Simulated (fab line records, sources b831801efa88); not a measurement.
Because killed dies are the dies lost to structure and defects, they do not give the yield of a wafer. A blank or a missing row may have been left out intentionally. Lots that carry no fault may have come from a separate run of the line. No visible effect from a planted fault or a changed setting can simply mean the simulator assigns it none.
fab line records ; flow gf180mcu
record: lots: 15; wafers: 45; last-day: 34
route steps=602 shown V1@337 M2@362
lots with no fault: from the same line, run without faults
start-h: hours from the record's opening day to when the first of the lot's shown wafers began ; wait-h: how many hours have passed since the lot's step before this one ; " same as the row above ; L1.1+2: several wafers, shown together as one row ; - either no value or no given start ; * or withheld: withheld ; < > ~ a bound
route shown NAME@n: names a module that has steps shown in the file, with the first one's number in the route ; usual: the fault-free wafers' mean and standard deviation ; same: alike in all rows ; chamber/n: place in a boat ; sites: readings site by site ; _std_site: standard deviation of those values ; _edge_site: outer sites' mean less inner sites' ; radius-mm: for every site, how far away it sits from the centre of the wafer ; mask NAME#n: copy n ; behind: the tool/chamber that last shaped the wafer ; hold: why the lot went on hold/how many hours it stayed there/how the hold came to an end ; device: transistor that didn't switch, given as n, p or np ; end of line: at the end of the route, the tests of the same wafers ; a step without rows: its recipe alone ; killed: count of dies lost to structure and defects at first sort (not the wafer's yield) ; map: shows each die of a wafer: x if killed, . if not, _ if none is there
set.NAME: the run value of the setting; set.NAME@STEP: its run value at that earlier step ; model.NAME: the simulator's own value behind a step, which no gauge read
the route's steps for a sample of lots (tables are steps, rows are wafers)
services: the hour from which a tool's chamber was out of use, counted from the record's first day as start-h (under 0 if before that day), plus the number of hours and why
== steps ==
step: GF_V1_CVD_02
recipe: material: SiO2; target-thk-nm: 850; precursor: TEOS; temp-c: 400; time-s: 94.851; rf-w: 600
usual: heater-power-w: 679/100
lot.wafer;tool;chamber;start-h;wait-h;heater-power-w;since-wet-clean-h
L964.3;pecvd-04;2;382.64;0.0;487;208
L964.5;pecvd-04;0;382.64;0.0;625;-
L964.6;pecvd-04;2;382.64;0.0;545;-
L966.4;pecvd-01;0;401.86;0.1;798;-
L966.5;pecvd-01;2;401.86;0.1;586;-
L966.6;pecvd-01;1;401.86;0.1;579;-
L968.1;pecvd-02;0;426.50;0.1;708;460
L968.3;pecvd-02;1;426.50;0.1;720;460
L968.5;pecvd-02;2;426.50;0.1;805;-
L969.1;pecvd-01;0;439.09;0.1;676;56
L969.3;pecvd-01;2;439.09;0.1;544;56
L969.6;pecvd-01;0;439.09;0.1;706;-
L970.4;pecvd-04;1;444.06;0.1;687;-
L970.5;pecvd-04;2;444.06;0.1;553;-
L970.6;pecvd-04;0;444.06;0.1;722;-
L971.2;pecvd-04;1;448.53;0.0;674;274
L971.3;pecvd-04;0;448.53;0.0;686;274
L971.6;pecvd-04;2;448.53;0.0;593;-
L972.1;pecvd-04;1;462.84;0.1;712;288
L972.2;pecvd-04;2;462.84;0.1;484;288
L972.3;pecvd-04;0;462.84;0.1;709;288
L973.3;pecvd-01;2;464.52;0.0;516;82
L973.4;pecvd-01;0;464.52;0.0;743;-
L973.6;pecvd-01;2;464.52;0.0;560;-
L981.4;pecvd-04;0;551.97;0.1;571;-
L981.5;pecvd-04;1;551.97;0.1;711;-
L981.6;pecvd-04;2;551.97;0.1;564;-
L982.1;pecvd-01;0;553.13;0.1;728;170
L982.2;pecvd-01;1;553.13;0.1;686;170
L982.4;pecvd-01;2;553.13;0.1;493;-
L983.3;pecvd-04;0;558.47;0.0;651;384
L983.5;pecvd-04;1;558.47;0.0;690;-
L983.6;pecvd-04;0;558.47;0.0;659;-
L984.2;pecvd-01;1;560.01;0.0;585;177
L984.3;pecvd-01;2;560.01;0.0;611;177
L984.6;pecvd-01;1;560.01;0.0;637;-
L985.1;pecvd-02;1;562.49;0.1;870;596
L985.4;pecvd-02;1;562.49;0.1;736;-
L985.6;pecvd-02;0;562.49;0.1;736;-
L986.1;pecvd-02;1;578.25;0.1;877;612
L986.2;pecvd-02;2;578.25;0.1;770;612
L986.6;pecvd-02;2;578.25;0.1;813;-
L987.1;pecvd-01;0;590.68;0.1;748;208
L987.2;pecvd-01;2;590.68;0.1;602;208
L987.4;pecvd-01;1;590.68;0.1;563;-
step: GF_V1_BOW_MEAS_05
recipe: mode: bow
usual: V1_BOW: 82/7.6
lot.wafer;tool;chamber;start-h;wait-h;V1_BOW[um]
L964.3;film-metro-04;-;383.11;0.2;91
L964.5;film-metro-04;-;383.11;0.2;78
L964.6;film-metro-04;-;383.11;0.2;86
L966.4;film-metro-02;-;402.32;0.3;85
L966.5;film-metro-02;-;402.32;0.3;83
L966.6;film-metro-02;-;402.32;0.3;87
L968.1;film-metro-03;-;426.93;0.2;86
L968.3;film-metro-03;-;426.93;0.2;83
L968.5;film-metro-03;-;426.93;0.2;80
L969.1;film-metro-03;-;439.52;0.2;82
L969.3;film-metro-03;-;439.52;0.2;73
L969.6;film-metro-03;-;439.52;0.2;85
L970.4;film-metro-02;-;444.51;0.3;87
L970.5;film-metro-02;-;444.51;0.3;75
L970.6;film-metro-02;-;444.51;0.3;83
L971.2;film-metro-04;-;448.98;0.2;85
L971.3;film-metro-04;-;448.98;0.2;88
L971.6;film-metro-04;-;448.98;0.2;74
L972.1;film-metro-02;-;463.27;0.2;82
L972.2;film-metro-02;-;463.27;0.2;82
L972.3;film-metro-02;-;463.27;0.2;71
L973.3;film-metro-03;-;464.99;0.1;82
L973.4;film-metro-03;-;464.99;0.1;80
L973.6;film-metro-03;-;464.99;0.1;76
L981.4;film-metro-04;-;552.43;0.2;85
L981.5;film-metro-04;-;552.43;0.2;73
L981.6;film-metro-04;-;552.43;0.2;103
L982.1;film-metro-02;-;553.56;0.1;69
L982.2;film-metro-02;-;553.56;0.1;78
L982.4;film-metro-02;-;553.56;0.1;78
L983.3;film-metro-04;-;558.94;0.3;84
L983.5;film-metro-04;-;558.94;0.3;88
L983.6;film-metro-04;-;558.94;0.3;96
L984.2;film-metro-03;-;560.46;0.1;79
L984.3;film-metro-03;-;560.46;0.1;88
L984.6;film-metro-03;-;560.46;0.1;89
L985.1;film-metro-03;-;562.92;0.1;85
L985.4;film-metro-03;-;562.92;0.1;85
L985.6;film-metro-03;-;562.92;0.1;86
L986.1;film-metro-02;-;578.68;0.1;80
L986.2;film-metro-02;-;578.68;0.1;96
L986.6;film-metro-02;-;578.68;0.1;86
L987.1;film-metro-02;-;591.14;0.3;87
L987.2;film-metro-02;-;591.14;0.3;80
L987.4;film-metro-02;-;591.14;0.3;85
step: GF_V1_ETCH_17
recipe: chemistry: C4F8/O2/Ar; mask-material: KrF; target: SiO2; stop-on: TiN; source-w: 1500; bias-w: 1200; pressure-mtorr: 40; c4f8-flow-sccm: withheld; O2_flow_sccm: 6; Ar_flow_sccm: 300; time-s: withheld; target-depth-a: 6300
usual: oes-product-au: 0.856/0.0051
lot.wafer;tool;chamber;start-h;wait-h;oes-product-au
L964.3;rie-diel-03;3;-;-;0.851
L964.5;rie-diel-03;2;-;-;0.858
L964.6;rie-diel-03;1;-;-;0.849
L966.4;rie-diel-04;1;-;-;0.860
L966.5;rie-diel-04;1;-;-;0.851
L966.6;rie-diel-04;2;-;-;0.842
L968.1;rie-diel-01;3;-;-;0.859
L968.3;rie-diel-01;1;-;-;0.857
L968.5;rie-diel-01;0;-;-;0.846
L969.1;rie-diel-01;2;-;-;0.868
L969.3;rie-diel-01;0;-;-;0.849
L969.6;rie-diel-01;0;-;-;0.862
L970.4;rie-diel-04;2;-;-;0.857
L970.5;rie-diel-04;2;-;-;0.861
L970.6;rie-diel-04;3;-;-;0.855
L971.2;rie-diel-03;2;-;-;0.855
L971.3;rie-diel-03;3;-;-;0.866
L971.6;rie-diel-03;0;-;-;0.849
L972.1;rie-diel-03;2;-;-;0.854
L972.2;rie-diel-03;3;-;-;0.860
L972.3;rie-diel-03;1;-;-;0.854
L973.3;rie-diel-01;0;-;-;0.862
L973.4;rie-diel-01;3;-;-;0.860
L973.6;rie-diel-01;3;-;-;0.859
L981.4;rie-diel-04;3;-;-;0.849
L981.5;rie-diel-04;1;-;-;0.858
L981.6;rie-diel-04;2;-;-;0.857
L982.1;rie-diel-01;0;-;-;0.854
L982.2;rie-diel-01;3;-;-;0.858
L982.4;rie-diel-01;2;-;-;0.854
L983.3;rie-diel-03;2;-;-;0.861
L983.5;rie-diel-03;2;-;-;0.847
L983.6;rie-diel-03;0;-;-;0.852
L984.2;rie-diel-04;2;-;-;0.846
L984.3;rie-diel-04;0;-;-;0.852
L984.6;rie-diel-04;3;-;-;0.865
L985.1;rie-diel-04;3;-;-;0.858
L985.4;rie-diel-04;0;-;-;0.856
L985.6;rie-diel-04;2;-;-;0.850
L986.1;rie-diel-03;2;-;-;0.851
L986.2;rie-diel-03;0;-;-;0.860
L986.6;rie-diel-03;2;-;-;0.854
L987.1;rie-diel-04;1;-;-;0.858
L987.2;rie-diel-04;0;-;-;0.855
L987.4;rie-diel-04;2;-;-;0.843
step: GF_M2_SPUTTER_00
recipe: material: Ti; target-thk-nm: 37.5; arriving-ion-energy-ev: 80; substrate-temp-c: 200; chamber-pressure-pa: 2; power-w: 4000; time-s: 150
usual: cathode-dc-power-W: 3999.9/0.8; chamber-pressure-pa: 2.000/0.0038; throttle-valve-pct: 29.7/0.99
lot.wafer;tool;chamber;start-h;wait-h;cathode-dc-power-W;chamber-pressure-pa;throttle-valve-pct
L964.3;pvd-sputter-03;-;407.16;0.2;3999.9;2.008;29.9
L964.5;pvd-sputter-03;-;407.16;0.2;3999.6;1.999;29.9
L964.6;pvd-sputter-03;-;407.16;0.2;3999.7;2.005;30.8
L966.4;pvd-sputter-01;-;427.46;0.1;3999.8;1.999;29.3
L966.5;pvd-sputter-01;-;427.46;0.1;3998.7;1.997;29.7
L966.6;pvd-sputter-01;-;427.46;0.1;4000.3;2.002;29.7
L968.1;pvd-sputter-04;-;452.56;0.2;4000.9;2.001;30.8
L968.3;pvd-sputter-04;-;452.56;0.2;4000.9;2.001;28.3
L968.5;pvd-sputter-04;-;452.56;0.2;3998.9;2.004;27.6
L969.1;pvd-sputter-04;-;465.41;0.1;4000.1;2.004;30.8
L969.3;pvd-sputter-04;-;465.41;0.1;3999.1;2.011;27.4
L969.6;pvd-sputter-04;-;465.41;0.1;4000.3;2.002;30.1
L970.4;pvd-sputter-01;-;470.12;0.2;3999.6;2.002;30.7
L970.5;pvd-sputter-01;-;470.12;0.2;3999.2;2.004;30.8
L970.6;pvd-sputter-01;-;470.12;0.2;3999.8;2.005;29.4
L971.2;pvd-sputter-01;-;473.97;0.1;4000.3;2.000;29.8
L971.3;pvd-sputter-01;-;473.97;0.1;4000.6;2.000;29.4
L971.6;pvd-sputter-01;-;473.97;0.1;4000.8;2.001;29.7
L972.1;pvd-sputter-04;-;488.67;0.2;4000.5;1.999;31.1
L972.2;pvd-sputter-04;-;488.67;0.2;3998.8;2.006;30.0
L972.3;pvd-sputter-04;-;488.67;0.2;4001.2;2.005;27.5
L973.3;pvd-sputter-01;-;490.23;0.1;3999.3;2.003;29.3
L973.4;pvd-sputter-01;-;490.23;0.1;4000.2;1.998;29.7
L973.6;pvd-sputter-01;-;490.23;0.1;4000.7;1.999;29.1
L981.4;pvd-sputter-01;-;576.31;0.2;-;-;-
L981.5;pvd-sputter-01;-;576.31;0.2;-;-;-
L981.6;pvd-sputter-01;-;576.31;0.2;-;-;-
L982.1;pvd-sputter-04;-;577.17;0.1;-;-;-
L982.2;pvd-sputter-04;-;577.17;0.1;-;-;-
L982.4;pvd-sputter-04;-;577.17;0.1;-;-;-
L983.3;pvd-sputter-04;-;582.81;0.2;-;-;-
L983.5;pvd-sputter-04;-;582.81;0.2;-;-;-
L983.6;pvd-sputter-04;-;582.81;0.2;-;-;-
L984.2;pvd-sputter-01;-;583.28;0.1;4000.0;2.004;30.8
L984.3;pvd-sputter-01;-;583.28;0.1;4000.6;2.007;29.4
L984.6;pvd-sputter-01;-;583.28;0.1;4001.1;2.002;29.0
L985.1;pvd-sputter-01;-;586.12;0.2;4000.0;2.003;29.3
L985.4;pvd-sputter-01;-;586.12;0.2;4000.7;1.998;30.8
L985.6;pvd-sputter-01;-;586.12;0.2;3998.5;2.002;28.9
L986.1;pvd-sputter-01;-;601.61;0.1;3999.5;1.996;30.9
L986.2;pvd-sputter-01;-;601.61;0.1;3999.5;2.005;29.3
L986.6;pvd-sputter-01;-;601.61;0.1;4001.0;2.005;29.7
L987.1;pvd-sputter-01;-;613.35;0.1;3999.7;1.998;30.6
L987.2;pvd-sputter-01;-;613.35;0.1;4000.1;2.001;29.4
L987.4;pvd-sputter-01;-;613.35;0.1;4000.0;1.996;29.0
== services ==
tool;chamber;start-h;hours;kind
rie-diel-01;1;360.64;4.5;repair
rie-diel-03;3;360.80;5.7;repair
pecvd-01;-;368.88;14.0;pm
pecvd-04;-;376.52;2.8;pm
pecvd-02;0;380.45;4.1;repair
pecvd-02;-;394.41;2.5;repair
pvd-sputter-04;-;394.77;1.7;repair
pecvd-04;-;400.90;0.4;repair
rie-diel-03;0;408.23;3.8;repair
rie-diel-03;3;419.99;9.7;repair
pecvd-02;-;460.62;5.8;repair
rie-diel-04;0;469.11;2.1;repair
rie-diel-03;1;471.83;4.7;repair
pecvd-04;2;475.96;16.8;repair
rie-diel-04;-;491.78;2.8;pm
rie-diel-01;0;496.06;11.2;repair
rie-diel-03;3;521.76;8.0;repair
pecvd-04;-;533.14;5.5;pm
rie-diel-04;0;535.78;8.7;repair
rie-diel-01;-;540.84;2.8;pm
rie-diel-04;3;549.99;9.1;repair
pvd-sputter-01;-;559.42;13.3;repair
pvd-sputter-04;-;564.25;2.8;repair
rie-diel-03;1;577.50;13.6;repair
== key ==
first-sign: step: GF_M2_SPUTTER_00; reading: tool-record; direction: missing
effect none on later readings
met-at GF_M2_SPUTTER_00
struck-lots L981,L982,L983
later-rows-left-out L981.4,L981.5,L981.6,L982.1,L982.2,L982.4,L983.3,L983.5,L983.6
sort-left-out L981.4,L981.5,L981.6,L982.1,L982.2,L982.4,L983.3,L983.5,L983.6
not-acting-at GF_V1_CVD_02,GF_V1_BOW_MEAS_05,GF_V1_ETCH_17
onset-between 490.23 576.31
fault: kind: skipped-step-whole; tool: pvd-sputter-01,pvd-sputter-04; chamber: -; onset-h: 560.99; steps: GF_M2_SPUTTER_00; scope: struck-lots-only
sort-left-out: the simulated sort isn't trusted on such a fault, so these wafers' sort isn't shown, and their yield isn't known
later-rows-left-out: the simulator's readings of these wafers behind a module that went badly wrong aren't trusted and aren't shown, but for the sort
